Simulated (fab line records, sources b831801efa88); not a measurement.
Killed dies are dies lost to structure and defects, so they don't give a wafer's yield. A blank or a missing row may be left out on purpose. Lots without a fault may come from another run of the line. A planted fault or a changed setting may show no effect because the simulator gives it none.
fab line records | flow sky130
record lots=5 wafers=15 last_day=49
route steps=708 shown NWELL@82 PWDE@84 VT_ADJUST_HVTP@85 VT_ADJUST_LVTN@97 VT_ADJUST_NCORE@119
lots that met no fault: from a run of the same line without faults
start_h: hours from the record's first day to the start of the lot's first wafer shown | wait_h: hours since the lot's step before | " the same as in the row above | L1.1+2: a row that stands for several wafers | - no value, or no start given | * or withheld: withheld | < > ~ a bound
route shown NAME@n: a module of which the file shows steps, and the number in the route of the first | usual: mean/standard deviation of fault-free wafers | same: alike in all rows | chamber/n: place in a boat | sites: the reading at each site | _std_site: their standard deviation | _edge_site: outer sites' mean less inner sites' | radius_mm: how far each site lies from the wafer's centre | mask NAME#n: copy n | behind: the tool/chamber that last shaped the wafer | hold: why the lot was held/for how many hours/how that ended | device: the transistor (n, p or np) that didn't switch | end of line: the same wafers' tests at the end of the route | a step without rows: its recipe alone | killed: dies lost to structure and defects at the first sort, not the wafer's yield | map: a wafer's dies, x killed, . not, _ none there
set.NAME: the setting as run; set.NAME@STEP: as run at that earlier step | model.NAME: the simulator's own value behind a step, which no gauge read
lots at some steps of the route; a table a step, a row a wafer
services: from which hour (start_h, from the record's first day; less than 0 if before it) a tool's chamber was out of use, for how many hours, and why
## steps
# step SKY_NWELL_RS_MEAS_29
# recipe thk_meas_gauge=four-point-probe
# usual NWELL_RS=625.1/1.4
# columns lot.wafer tool chamber start_h wait_h NWELL_RS[ohm/sq]
L081.1 film_metro-02 - 149.22 0.1 623.8
L081.4 " - " " 623.8
L081.5 " - " " 623.3
L084.1 film_metro-02 - 178.61 0.1 626.0
L084.2 " - " " 626.5
L084.4 " - " " 625.1
L087.1 film_metro-04 - 193.13 0.1 624.0
L087.4 " - " " 623.9
L087.6 " - " " 624.9
L088.1 film_metro-04 - 198.12 0.1 623.6
L088.3 " - " " 624.2
L088.5 " - " " 625.0
L089.1 film_metro-04 - 202.08 0.1 624.8
L089.3 " - " " 626.0
L089.4 " - " " 627.0
# step SKY_NWELL_RS_MEAS_31
# recipe thk_meas_gauge=four-point-probe
# usual PWDE_RS=5279/20
# columns lot.wafer tool chamber start_h wait_h PWDE_RS[ohm/sq]
L081.1 film_metro-02 - 149.46 0.1 5298
L081.4 " - " " 5289
L081.5 " - " " 5310
L084.1 film_metro-02 - 178.85 0.1 5295
L084.2 " - " " 5303
L084.4 " - " " 5307
L087.1 film_metro-04 - 193.37 0.1 5265
L087.4 " - " " 5273
L087.6 " - " " 5254
L088.1 film_metro-04 - 198.36 0.1 5286
L088.3 " - " " 5267
L088.5 " - " " 5283
L089.1 film_metro-04 - 202.32 0.1 5249
L089.3 " - " " 5263
L089.4 " - " " 5261
# step SKY_VT_ADJUST_HVTP_DEHYDRATE_00
# recipe temp_c=200 time_s=60
# columns lot.wafer tool chamber start_h wait_h
L081.1+4+5 litho_track-03 0 157.51 8.0
L084.1+2+4 litho_track-04 0 189.40 10.5
L087.1+4+6 litho_track-03 0 203.06 9.7
L088.1+3+5 litho_track-04 0 208.50 10.1
L089.1+3+4 litho_track-02 0 213.12 10.8
# step SKY_VT_ADJUST_HVTP_HMDS_01
# recipe prime_time_s=60 prime_temp_c=120
# columns lot.wafer tool chamber start_h wait_h
L081.1+4+5 litho_track-03 0 157.66 0.1
L084.1+2+4 litho_track-04 0 189.55 0.1
L087.1+4+6 litho_track-03 0 203.21 0.1
L088.1+3+5 litho_track-04 0 208.65 0.1
L089.1+3+4 litho_track-02 0 213.27 0.1
# step SKY_VT_ADJUST_HVTP_COAT_02
# recipe resist=NOVOLAK spin_rpm=3000 resist_thk_nm=1140
# columns lot.wafer tool chamber start_h wait_h
L081.1+4+5 litho_track-03 0 157.81 0.1
L084.1+2+4 litho_track-04 0 189.70 0.1
L087.1+4+6 litho_track-03 0 203.36 0.1
L088.1+3+5 litho_track-04 0 208.80 0.1
L089.1+3+4 litho_track-02 0 213.42 0.1
# step SKY_VT_ADJUST_HVTP_SOFTBAKE_03
# recipe temp_c=90 time_s=60 resist=NOVOLAK
# columns lot.wafer tool chamber start_h wait_h
L081.1+4+5 litho_track-03 0 157.96 0.1
L084.1+2+4 litho_track-04 0 189.85 0.1
L087.1+4+6 litho_track-03 0 203.51 0.1
L088.1+3+5 litho_track-04 0 208.95 0.1
L089.1+3+4 litho_track-02 0 213.57 0.1
# step SKY_VT_ADJUST_HVTP_EXPOSE_04
# recipe mask_id=HVTPM na=0.6 source_shape=conventional sigma_outer=0.6 polarization=unpolarized target_cd_nm=380 dose_mj=140
# columns lot.wafer tool chamber start_h wait_h mask
L081.1+4+5 iline_stepper-01 0 - - HVTPM#0
L084.1+2+4 iline_stepper-01 0 - - HVTPM#0
L087.1+4+6 iline_stepper-02 0 - - HVTPM#0
L088.1+3+5 iline_stepper-01 0 - - HVTPM#0
L089.1+3+4 iline_stepper-02 0 - - HVTPM#0
# step SKY_VT_ADJUST_HVTP_PEB_05
# recipe temp_c=withheld time_s=* resist=NOVOLAK
# columns lot.wafer tool chamber start_h wait_h
L081.1+4+5 litho_track-02 0 - -
L084.1+2+4 litho_track-03 0 - -
L087.1+4+6 litho_track-04 0 - -
L088.1+3+5 litho_track-04 0 - -
L089.1+3+4 litho_track-04 0 - -
# step SKY_VT_ADJUST_HVTP_DEVELOP_06
# recipe resist=NOVOLAK developer=TMAH develop_time_s=62.97 dev_temp_c=23
# usual developer_temp_C=23.00/0.096
# columns lot.wafer tool chamber start_h wait_h developer_temp_C
L081.1 litho_track-02 0 168.37 0.1 23.00
L081.4 " 0 " " 23.01
L081.5 " 0 " " 23.06
L084.1 litho_track-03 0 200.21 0.1 23.05
L084.2 " 0 " " 22.95
L084.4 " 0 " " 22.96
L087.1 litho_track-04 0 215.00 0.1 23.16
L087.4 " 0 " " 23.23
L087.6 " 0 " " 23.05
L088.1 litho_track-04 0 219.10 0.1 22.97
L088.3 " 0 " " 23.00
L088.5 " 0 " " 23.05
L089.1 litho_track-04 0 224.00 0.1 23.12
L089.3 " 0 " " 23.29
L089.4 " 0 " " 23.06
# step SKY_VT_ADJUST_HVTP_CD_MEAS_07
# recipe target_cd_nm=380
# usual cd_nm=381.3/2.5
# columns lot.wafer tool chamber start_h wait_h cd_nm
L081.1 cd_sem-02 - 168.52 0.1 380.6
L081.4 " - " " 380.5
L081.5 " - " " 379.6
L084.1 cd_sem-01 - 200.36 0.1 377.5
L084.2 " - " " 380.1
L084.4 " - " " 380.2
L087.1 cd_sem-01 - 215.15 0.1 385.7
L087.4 " - " " 385.8
L087.6 " - " " 384.9
L088.1 cd_sem-01 - 219.25 0.1 379.8
L088.3 " - " " 378.8
L088.5 " - " " 382.7
L089.1 cd_sem-02 - 224.23 0.2 380.1
L089.3 " - " " 379.0
L089.4 " - " " 380.4
# step SKY_VT_ADJUST_HVTP_OVL_MEAS_08
# usual VT_ADJUST_HVTP_OVL=-0.3/1.4
# columns lot.wafer tool chamber start_h wait_h VT_ADJUST_HVTP_OVL[nm]
L081.1 overlay-01 - 168.64 0.1 -0.3
L081.4 " - " " 0.3
L081.5 " - " " 1.4
L084.1 overlay-02 - 200.48 0.1 1.0
L084.2 " - " " -0.2
L084.4 " - " " -0.2
L087.1 overlay-01 - 215.27 0.1 0.8
L087.4 " - " " 0.4
L087.6 " - " " 0.5
L088.1 overlay-01 - 219.37 0.1 1.7
L088.3 " - " " 1.6
L088.5 " - " " 2.4
L089.1 overlay-01 - 224.35 0.1 -0.8
L089.3 " - " " -1.4
L089.4 " - " " -2.2
# step SKY_VT_ADJUST_HVTP_IMPLANT_09
# recipe species=As energy_kev=150 dose_cm2=4.3e+12 tilt_deg=withheld
# columns lot.wafer tool chamber start_h wait_h
L081.1+4+5 implanter-04 0 168.67 0.0
L084.1+2+4 implanter-02 0 200.52 0.0
L087.1+4+6 implanter-02 0 215.30 0.0
L088.1+3+5 implanter-01 0 219.40 0.0
L089.1+3+4 implanter-04 0 224.39 0.0
# step SKY_VT_ADJUST_HVTP_STRIP_10
# recipe chemistry=O2/N2 power_w=1400 pressure_mtorr=1500 platen_temp_c=withheld o2_flow_sccm=3000 n2_flow_sccm=300 overash_fraction=0.5
# usual drypump_motor_current_A=6.13/0.18 oes_product_au=0.715/0.0046 strip_time_to_endpoint_s=14.19/0.043
# columns lot.wafer tool chamber start_h wait_h drypump_motor_current_A oes_product_au rf_hours_counter_h strip_time_to_endpoint_s
L081.1 plasma_asher-03 0 168.82 0.1 6.46 0.714 5 14.17
L081.4 " 1 " " 5.81 0.714 - 14.19
L081.5 " 1 " " 5.82 0.715 - 14.18
L084.1 plasma_asher-04 0 200.67 0.1 6.00 0.713 51 14.19
L084.2 " 1 " " 6.25 0.711 51 14.21
L084.4 " 0 " " 6.01 0.709 - 14.20
L087.1 plasma_asher-04 1 215.45 0.1 6.28 0.706 52 14.13
L087.4 " 0 " " 5.97 0.725 - 14.15
L087.6 " 0 " " 6.01 0.711 - 14.15
L088.1 plasma_asher-03 1 219.55 0.1 5.76 0.715 9 14.20
L088.3 " 0 " " 6.48 0.711 - 14.21
L088.5 " 1 " " 5.78 0.718 - 14.22
L089.1 plasma_asher-01 0 224.54 0.1 6.16 0.708 42 14.22
L089.3 " 0 " " 6.17 0.716 - 14.18
L089.4 " 1 " " 6.12 0.705 - 14.21
# step SKY_VT_ADJUST_HVTP_TW_MEAS_11
# usual VT_ADJUST_HVTP_TW=1368/24
# columns lot.wafer tool chamber start_h wait_h VT_ADJUST_HVTP_TW
L081.1 film_metro-02 - 168.92 0.1 1397
L081.4 " - " " 1382
L081.5 " - " " 1394
L084.1 film_metro-02 - 200.77 0.1 1387
L084.2 " - " " 1397
L084.4 " - " " 1384
L087.1 film_metro-02 - 215.55 0.1 1388
L087.4 " - " " 1386
L087.6 " - " " 1395
L088.1 film_metro-01 - 219.65 0.1 1340
L088.3 " - " " 1333
L088.5 " - " " 1339
L089.1 film_metro-03 - 224.64 0.1 1353
L089.3 " - " " 1353
L089.4 " - " " 1347
# step SKY_VT_ADJUST_LVTN_DEHYDRATE_00
# recipe temp_c=200 time_s=60
# columns lot.wafer tool chamber start_h wait_h
L081.1+4+5 litho_track-03 0 177.91 9.0
L084.1+2+4 litho_track-04 0 211.20 10.4
L087.1+4+6 litho_track-01 0 225.13 9.6
L088.1+3+5 litho_track-04 0 230.30 10.6
L089.1+3+4 litho_track-03 0 236.11 11.5
# step SKY_VT_ADJUST_LVTN_HMDS_01
# recipe prime_time_s=60 prime_temp_c=120
# columns lot.wafer tool chamber start_h wait_h
L081.1+4+5 litho_track-03 0 178.06 0.1
L084.1+2+4 litho_track-04 0 211.35 0.1
L087.1+4+6 litho_track-01 0 225.28 0.1
L088.1+3+5 litho_track-04 0 230.45 0.1
L089.1+3+4 litho_track-03 0 236.26 0.1
# step SKY_VT_ADJUST_LVTN_COAT_02
# recipe spin_rpm=2000 resist_thk_nm=3000
# columns lot.wafer tool chamber start_h wait_h
L081.1+4+5 litho_track-03 0 178.21 0.1
L084.1+2+4 litho_track-04 0 211.50 0.1
L087.1+4+6 litho_track-01 0 225.43 0.1
L088.1+3+5 litho_track-04 0 230.60 0.1
L089.1+3+4 litho_track-03 0 236.41 0.1
# step SKY_VT_ADJUST_LVTN_SOFTBAKE_03
# recipe temp_c=110 time_s=withheld
# columns lot.wafer tool chamber start_h wait_h
L081.1+4+5 litho_track-03 0 178.36 0.1
L084.1+2+4 litho_track-04 0 211.65 0.1
L087.1+4+6 litho_track-01 0 225.58 0.1
L088.1+3+5 litho_track-04 0 230.75 0.1
L089.1+3+4 litho_track-03 0 236.56 0.1
# step SKY_VT_ADJUST_LVTN_EXPOSE_04
# recipe mask_id=NWM_COMPLEMENT_LESS_NATIVE na=0.6 source_shape=conventional sigma_outer=0.6 polarization=unpolarized target_cd_nm=840 dose_mj=194
# columns lot.wafer tool chamber start_h wait_h mask
L081.1+4+5 iline_stepper-01 0 - - NWM_COMPLEMENT_LESS_NATIVE#0
L084.1+2+4 iline_stepper-01 0 - - NWM_COMPLEMENT_LESS_NATIVE#0
L087.1+4+6 iline_stepper-01 0 - - NWM_COMPLEMENT_LESS_NATIVE#0
L088.1+3+5 iline_stepper-01 0 - - NWM_COMPLEMENT_LESS_NATIVE#0
L089.1+3+4 iline_stepper-01 0 - - NWM_COMPLEMENT_LESS_NATIVE#0
# step SKY_VT_ADJUST_LVTN_PEB_05
# recipe temp_c=115 time_s=withheld
# columns lot.wafer tool chamber start_h wait_h
L081.1+4+5 litho_track-03 0 - -
L084.1+2+4 litho_track-01 0 - -
L087.1+4+6 litho_track-03 0 - -
L088.1+3+5 litho_track-04 0 - -
L089.1+3+4 litho_track-03 0 - -
# step SKY_VT_ADJUST_LVTN_DEVELOP_06
# recipe wall_angle_deg=90 developer=TMAH develop_time_s=60 dev_temp_c=23
# usual developer_temp_C=22.99/0.094
# columns lot.wafer tool chamber start_h wait_h developer_temp_C
L081.1 litho_track-03 0 - - 22.93
L081.4 " 0 " " 22.96
L081.5 " 0 " " 22.90
L084.1 litho_track-01 0 - - 22.88
L084.2 " 0 " " 22.96
L084.4 " 0 " " 22.85
L087.1 litho_track-03 0 - - 22.88
L087.4 " 0 " " 22.83
L087.6 " 0 " " 23.01
L088.1 litho_track-04 0 - - 22.82
L088.3 " 0 " " 22.85
L088.5 " 0 " " 22.91
L089.1 litho_track-03 0 - - 22.91
L089.3 " 0 " " 22.99
L089.4 " 0 " " 22.89
# step SKY_VT_ADJUST_LVTN_OVL_MEAS_07
# usual VT_ADJUST_LVTN_OVL=-0.6/1.7
# columns lot.wafer tool chamber start_h wait_h VT_ADJUST_LVTN_OVL[nm]
L081.1 overlay-01 - 189.56 - 0.2
L081.4 " - " " 0.0
L081.5 " - " " -1.8
L084.1 overlay-02 - 222.28 - 0.6
L084.2 " - " " 2.1
L084.4 " - " " 2.4
L087.1 overlay-01 - 237.71 - -0.4
L087.4 " - " " 0.1
L087.6 " - " " -0.4
L088.1 overlay-02 - 242.00 - -0.4
L088.3 " - " " -0.2
L088.5 " - " " 1.4
L089.1 overlay-01 - 247.81 - -0.3
L089.3 " - " " -0.1
L089.4 " - " " -2.9
# step SKY_VT_ADJUST_LVTN_IMPLANT_08
# recipe species=B energy_kev=30 dose_cm2=1.57e+12 tilt_deg=withheld
# columns lot.wafer tool chamber start_h wait_h
L081.1+4+5 implanter-01 0 189.60 0.0
L084.1+2+4 implanter-01 0 222.31 0.0
L087.1+4+6 implanter-01 0 237.75 0.0
L088.1+3+5 implanter-02 0 242.03 0.0
L089.1+3+4 implanter-03 0 247.85 0.0
# step SKY_VT_ADJUST_LVTN_STRIP_09
# recipe chemistry=O2/N2 power_w=1400 pressure_mtorr=1500 platen_temp_c=withheld o2_flow_sccm=3000 n2_flow_sccm=300 overash_fraction=0.5
# usual drypump_motor_current_A=6.0/0.31 oes_product_au=0.722/0.0044 strip_time_to_endpoint_s=36.91/0.094
# columns lot.wafer tool chamber start_h wait_h drypump_motor_current_A oes_product_au rf_hours_counter_h strip_time_to_endpoint_s
L081.1 plasma_asher-04 1 189.75 0.1 6.3 0.721 50 36.89
L081.4 " 1 " " 6.3 0.720 - 36.87
L081.5 " 1 " " 6.3 0.729 - 36.92
L084.1 plasma_asher-03 1 222.46 0.1 5.8 0.721 10 36.94
L084.2 " 0 " " 6.5 0.719 10 37.01
L084.4 " 0 " " 6.5 0.727 - 36.94
L087.1 plasma_asher-02 0 237.90 0.1 5.9 0.734 55 36.88
L087.4 " 0 " " 5.9 0.724 - 36.86
L087.6 " 1 " " 5.6 0.728 - 36.83
L088.1 plasma_asher-04 0 242.18 0.1 6.0 0.720 55 36.91
L088.3 " 0 " " 6.0 0.717 - 37.02
L088.5 " 1 " " 6.3 0.721 - 37.07
L089.1 plasma_asher-02 1 248.00 0.1 5.6 0.727 56 37.13
L089.3 " 1 " " 5.5 0.725 - 37.12
L089.4 " 0 " " 5.9 0.724 - 37.09
# step SKY_VT_ADJUST_LVTN_TW_MEAS_10
# usual VT_ADJUST_LVTN_TW=241/4.5
# columns lot.wafer tool chamber start_h wait_h VT_ADJUST_LVTN_TW
L081.1 film_metro-04 - 189.85 0.1 238
L081.4 " - " " 238
L081.5 " - " " 237
L084.1 film_metro-04 - 222.56 0.1 234
L084.2 " - " " 235
L084.4 " - " " 236
L087.1 film_metro-01 - 238.00 0.1 238
L087.4 " - " " 238
L087.6 " - " " 238
L088.1 film_metro-04 - 242.28 0.1 238
L088.3 " - " " 237
L088.5 " - " " 239
L089.1 film_metro-04 - 248.10 0.1 238
L089.3 " - " " 237
L089.4 " - " " 239
# step SKY_VT_ADJUST_LVTN_DEHYDRATE_11
# recipe temp_c=200 time_s=60
# columns lot.wafer tool chamber start_h wait_h
L081.1+4+5 litho_track-01 0 199.58 9.7
L084.1+2+4 litho_track-03 0 233.56 11.0
L087.1+4+6 litho_track-03 0 248.16 10.2
L088.1+3+5 litho_track-01 0 253.43 11.1
L089.1+3+4 litho_track-01 0 259.48 11.4
# step SKY_VT_ADJUST_LVTN_HMDS_12
# recipe prime_time_s=60 prime_temp_c=120
# columns lot.wafer tool chamber start_h wait_h
L081.1+4+5 litho_track-01 0 199.73 0.1
L084.1+2+4 litho_track-03 0 233.71 0.1
L087.1+4+6 litho_track-03 0 248.31 0.1
L088.1+3+5 litho_track-01 0 253.58 0.1
L089.1+3+4 litho_track-01 0 259.63 0.1
# step SKY_VT_ADJUST_LVTN_COAT_13
# recipe resist=NOVOLAK spin_rpm=3000 resist_thk_nm=1140
# columns lot.wafer tool chamber start_h wait_h
L081.1+4+5 litho_track-01 0 199.88 0.1
L084.1+2+4 litho_track-03 0 233.86 0.1
L087.1+4+6 litho_track-03 0 248.46 0.1
L088.1+3+5 litho_track-01 0 253.73 0.1
L089.1+3+4 litho_track-01 0 259.78 0.1
# step SKY_VT_ADJUST_LVTN_SOFTBAKE_14
# recipe temp_c=90 time_s=60 resist=NOVOLAK
# columns lot.wafer tool chamber start_h wait_h
L081.1+4+5 litho_track-01 0 200.03 0.1
L084.1+2+4 litho_track-03 0 234.01 0.1
L087.1+4+6 litho_track-03 0 248.61 0.1
L088.1+3+5 litho_track-01 0 253.88 0.1
L089.1+3+4 litho_track-01 0 259.93 0.1
# step SKY_VT_ADJUST_LVTN_EXPOSE_15
# recipe mask_id=HVN_STD_DERIVED na=0.6 source_shape=conventional sigma_outer=0.6 polarization=unpolarized target_cd_nm=600 dose_mj=163
# columns lot.wafer tool chamber start_h wait_h mask
L081.1+4+5 iline_stepper-02 0 - - HVN_STD_DERIVED#0
L084.1+2+4 iline_stepper-02 0 - - HVN_STD_DERIVED#0
L087.1+4+6 iline_stepper-01 0 - - HVN_STD_DERIVED#0
L088.1+3+5 iline_stepper-01 0 - - HVN_STD_DERIVED#0
L089.1+3+4 iline_stepper-02 0 - - HVN_STD_DERIVED#0
# step SKY_VT_ADJUST_LVTN_PEB_16
# recipe temp_c=withheld time_s=* resist=NOVOLAK
# columns lot.wafer tool chamber start_h wait_h
L081.1+4+5 litho_track-04 0 - -
L084.1+2+4 litho_track-01 0 - -
L087.1+4+6 litho_track-01 0 - -
L088.1+3+5 litho_track-01 0 - -
L089.1+3+4 litho_track-03 0 - -
# step SKY_VT_ADJUST_LVTN_DEVELOP_17
# recipe resist=NOVOLAK developer=TMAH develop_time_s=60 dev_temp_c=23
# usual developer_temp_C=22.99/0.1
# columns lot.wafer tool chamber start_h wait_h developer_temp_C
L081.1 litho_track-04 0 211.05 0.1 23.01
L081.4 " 0 " " 23.13
L081.5 " 0 " " 23.09
L084.1 litho_track-01 0 244.68 0.1 22.89
L084.2 " 0 " " 23.08
L084.4 " 0 " " 22.88
L087.1 litho_track-01 0 260.88 0.1 22.97
L087.4 " 0 " " 23.06
L087.6 " 0 " " 23.22
L088.1 litho_track-01 0 265.93 0.1 22.94
L088.3 " 0 " " 22.96
L088.5 " 0 " " 23.12
L089.1 litho_track-03 0 271.91 0.1 22.94
L089.3 " 0 " " 23.14
L089.4 " 0 " " 22.83
# step SKY_VT_ADJUST_LVTN_OVL_MEAS_18
# usual VT_ADJUST_LVTN_01_OVL=0.6/1.4
# columns lot.wafer tool chamber start_h wait_h VT_ADJUST_LVTN_01_OVL[nm]
L081.1 overlay-02 - 211.20 0.1 0.4
L081.4 " - " " 1.7
L081.5 " - " " 0.1
L084.1 overlay-02 - 244.83 0.1 0.5
L084.2 " - " " 3.0
L084.4 " - " " 1.2
L087.1 overlay-01 - 261.03 0.1 1.3
L087.4 " - " " -0.2
L087.6 " - " " 1.1
L088.1 overlay-02 - 266.08 0.1 0.2
L088.3 " - " " 3.1
L088.5 " - " " 0.9
L089.1 overlay-02 - 272.06 0.1 -0.2
L089.3 " - " " -1.9
L089.4 " - " " 0.2
# step SKY_VT_ADJUST_LVTN_IMPLANT_19
# recipe species=B energy_kev=30 dose_cm2=6.5e+11 tilt_deg=withheld
# columns lot.wafer tool chamber start_h wait_h
L081.1+4+5 implanter-02 0 211.23 0.0
L084.1+2+4 implanter-01 0 244.86 0.0
L087.1+4+6 implanter-01 0 261.06 0.0
L088.1+3+5 implanter-01 0 266.11 0.0
L089.1+3+4 implanter-02 0 272.10 0.0
# step SKY_VT_ADJUST_LVTN_STRIP_20
# recipe chemistry=O2/N2 power_w=1400 pressure_mtorr=1500 platen_temp_c=withheld o2_flow_sccm=3000 n2_flow_sccm=300 overash_fraction=0.5
# usual drypump_motor_current_A=6.0/0.31 oes_product_au=0.715/0.005 strip_time_to_endpoint_s=14.19/0.033
# columns lot.wafer tool chamber start_h wait_h drypump_motor_current_A oes_product_au rf_hours_counter_h strip_time_to_endpoint_s
L081.1 plasma_asher-03 0 211.38 0.1 6.5 0.716 8 14.14
L081.4 " 0 " " 6.5 0.710 - 14.16
L081.5 " 1 " " 5.8 0.714 - 14.16
L084.1 plasma_asher-04 1 245.01 0.1 6.3 0.711 56 14.23
L084.2 " 0 " " 6.1 0.710 56 14.23
L084.4 " 0 " " 6.1 0.712 - 14.24
L087.1 plasma_asher-04 1 261.21 0.1 6.3 0.720 57 14.16
L087.4 " 1 " " 6.3 0.709 - 14.17
L087.6 " 1 " " 6.3 0.713 - 14.14
L088.1 plasma_asher-03 0 266.26 0.1 6.5 0.706 14 14.18
L088.3 " 1 " " 5.8 0.707 - 14.09
L088.5 " 0 " " 6.5 0.708 - 14.17
L089.1 plasma_asher-03 1 272.25 0.1 5.8 0.721 15 14.21
L089.3 " 1 " " 5.8 0.716 - 14.18
L089.4 " 0 " " 6.5 0.717 - 14.20
# step SKY_VT_ADJUST_LVTN_TW_MEAS_21
# usual VT_ADJUST_LVTN_2_TW=190/3.7
# columns lot.wafer tool chamber start_h wait_h VT_ADJUST_LVTN_2_TW
L081.1 film_metro-04 - 211.48 0.1 185
L081.4 " - " " 185
L081.5 " - " " 184
L084.1 film_metro-02 - 245.11 0.1 193
L084.2 " - " " 193
L084.4 " - " " 193
L087.1 film_metro-04 - 261.31 0.1 186
L087.4 " - " " 185
L087.6 " - " " 186
L088.1 film_metro-02 - 266.36 0.1 195
L088.3 " - " " 194
L088.5 " - " " 193
L089.1 film_metro-01 - 272.35 0.1 186
L089.3 " - " " 186
L089.4 " - " " 185
# step SKY_VT_ADJUST_NCORE_DEHYDRATE_00
# recipe temp_c=200 time_s=60
# columns lot.wafer tool chamber start_h wait_h
L081.1+4+5 litho_track-03 0 221.61 10.1
L084.1+2+4 litho_track-03 0 256.76 11.6
L087.1+4+6 litho_track-02 0 272.62 11.3
L088.1+3+5 litho_track-03 0 277.61 11.2
L089.1+3+4 litho_track-01 0 284.48 12.1
# step SKY_VT_ADJUST_NCORE_HMDS_01
# recipe prime_time_s=60 prime_temp_c=120
# columns lot.wafer tool chamber start_h wait_h
L081.1+4+5 litho_track-03 0 221.76 0.1
L084.1+2+4 litho_track-03 0 256.91 0.1
L087.1+4+6 litho_track-02 0 272.77 0.1
L088.1+3+5 litho_track-03 0 277.76 0.1
L089.1+3+4 litho_track-01 0 284.63 0.1
# step SKY_VT_ADJUST_NCORE_COAT_02
# recipe resist=NOVOLAK spin_rpm=3000 resist_thk_nm=1140
# columns lot.wafer tool chamber start_h wait_h
L081.1+4+5 litho_track-03 0 221.91 0.1
L084.1+2+4 litho_track-03 0 257.06 0.1
L087.1+4+6 litho_track-02 0 272.92 0.1
L088.1+3+5 litho_track-03 0 277.91 0.1
L089.1+3+4 litho_track-01 0 284.78 0.1
# step SKY_VT_ADJUST_NCORE_SOFTBAKE_03
# recipe temp_c=90 time_s=60 resist=NOVOLAK
# columns lot.wafer tool chamber start_h wait_h
L081.1+4+5 litho_track-03 0 222.06 0.1
L084.1+2+4 litho_track-03 0 257.21 0.1
L087.1+4+6 litho_track-02 0 273.07 0.1
L088.1+3+5 litho_track-03 0 278.06 0.1
L089.1+3+4 litho_track-01 0 284.93 0.1
# step SKY_VT_ADJUST_NCORE_EXPOSE_04
# recipe mask_id=LVTN_COMPLEMENT_THIN na=0.6 source_shape=conventional sigma_outer=0.6 polarization=unpolarized target_cd_nm=380 dose_mj=139
# columns lot.wafer tool chamber start_h wait_h mask
L081.1+4+5 iline_stepper-01 0 - - LVTN_COMPLEMENT_THIN#0
L084.1+2+4 iline_stepper-02 0 - - LVTN_COMPLEMENT_THIN#0
L087.1+4+6 iline_stepper-02 0 - - LVTN_COMPLEMENT_THIN#0
L088.1+3+5 iline_stepper-01 0 - - LVTN_COMPLEMENT_THIN#0
L089.1+3+4 iline_stepper-02 0 - - LVTN_COMPLEMENT_THIN#0
# step SKY_VT_ADJUST_NCORE_PEB_05
# recipe temp_c=withheld time_s=* resist=NOVOLAK
# columns lot.wafer tool chamber start_h wait_h
L081.1+4+5 litho_track-01 0 - -
L084.1+2+4 litho_track-01 0 - -
L087.1+4+6 litho_track-03 0 - -
L088.1+3+5 litho_track-03 0 - -
L089.1+3+4 litho_track-02 0 - -
# step SKY_VT_ADJUST_NCORE_DEVELOP_06
# recipe resist=NOVOLAK developer=TMAH develop_time_s=60 dev_temp_c=23
# usual developer_temp_C=23.00/0.1
# columns lot.wafer tool chamber start_h wait_h developer_temp_C
L081.1 litho_track-01 0 233.68 0.1 22.99
L081.4 " 0 " " 22.92
L081.5 " 0 " " 22.98
L084.1 litho_track-01 0 268.68 0.1 22.97
L084.2 " 0 " " 23.12
L084.4 " 0 " " 23.24
L087.1 litho_track-03 0 285.61 0.1 23.04
L087.4 " 0 " " 22.92
L087.6 " 0 " " 22.91
L088.1 litho_track-03 0 291.16 0.1 23.13
L088.3 " 0 " " 23.04
L088.5 " 0 " " 23.09
L089.1 litho_track-02 0 297.22 0.1 22.82
L089.3 " 0 " " 22.95
L089.4 " 0 " " 22.90
# step SKY_VT_ADJUST_NCORE_CD_MEAS_07
# recipe target_cd_nm=380
# usual cd_nm=380.7/2.3
# columns lot.wafer tool chamber start_h wait_h cd_nm
L081.1 cd_sem-02 - 233.83 0.1 384.2
L081.4 " - " " 380.3
L081.5 " - " " 382.8
L084.1 cd_sem-02 - 268.83 0.1 373.1
L084.2 " - " " 375.3
L084.4 " - " " 375.1
L087.1 cd_sem-02 - 285.76 0.1 380.8
L087.4 " - " " 381.1
L087.6 " - " " 383.4
L088.1 cd_sem-01 - 291.31 0.1 385.3
L088.3 " - " " 382.7
L088.5 " - " " 382.5
L089.1 cd_sem-01 - 297.37 0.1 376.9
L089.3 " - " " 378.5
L089.4 " - " " 376.8
# step SKY_VT_ADJUST_NCORE_OVL_MEAS_08
# usual VT_ADJUST_NCORE_OVL=0.8/1.5
# columns lot.wafer tool chamber start_h wait_h VT_ADJUST_NCORE_OVL[nm]
L081.1 overlay-02 - 233.95 0.1 1.4
L081.4 " - " " 2.0
L081.5 " - " " -0.9
L084.1 overlay-02 - 268.95 0.1 -0.4
L084.2 " - " " -0.5
L084.4 " - " " -1.1
L087.1 overlay-02 - 285.88 0.1 -0.9
L087.4 " - " " -1.2
L087.6 " - " " -1.1
L088.1 overlay-02 - 291.43 0.1 2.2
L088.3 " - " " 2.1
L088.5 " - " " 1.7
L089.1 overlay-01 - 297.49 0.1 0.0
L089.3 " - " " 0.4
L089.4 " - " " 0.7
# step SKY_VT_ADJUST_NCORE_IMPLANT_09
# recipe species=B energy_kev=10 dose_cm2=2.4e+12 tilt_deg=withheld
# columns lot.wafer tool chamber start_h wait_h
L081.1+4+5 implanter-03 0 233.98 0.0
L084.1+2+4 implanter-04 0 268.98 0.0
L087.1+4+6 implanter-04 0 285.92 0.0
L088.1+3+5 implanter-03 0 291.47 0.0
L089.1+3+4 implanter-03 0 297.52 0.0
## services
# columns tool chamber start_h hours kind
implanter-01 - 154.73 5.8 repair
implanter-01 - 179.99 3.0 pm
implanter-04 - 186.75 3.6 repair
implanter-03 - 193.92 0.9 repair
implanter-01 - 203.21 6.8 repair
iline_stepper-02 0 222.26 - calibration
implanter-01 - 229.32 6.1 repair
iline_stepper-02 - 236.36 1.7 pm
iline_stepper-01 0 245.03 - calibration
plasma_asher-01 - 245.28 2.8 pm
implanter-02 - 261.43 6.0 repair
iline_stepper-02 - 281.25 2.1 pm
implanter-01 - 282.90 2.3 repair
iline_stepper-02 - 283.33 - consumable_replace:lamp
plasma_asher-02 - 289.18 0.8 repair
implanter-03 - 292.76 4.6 pm
## key
fault none
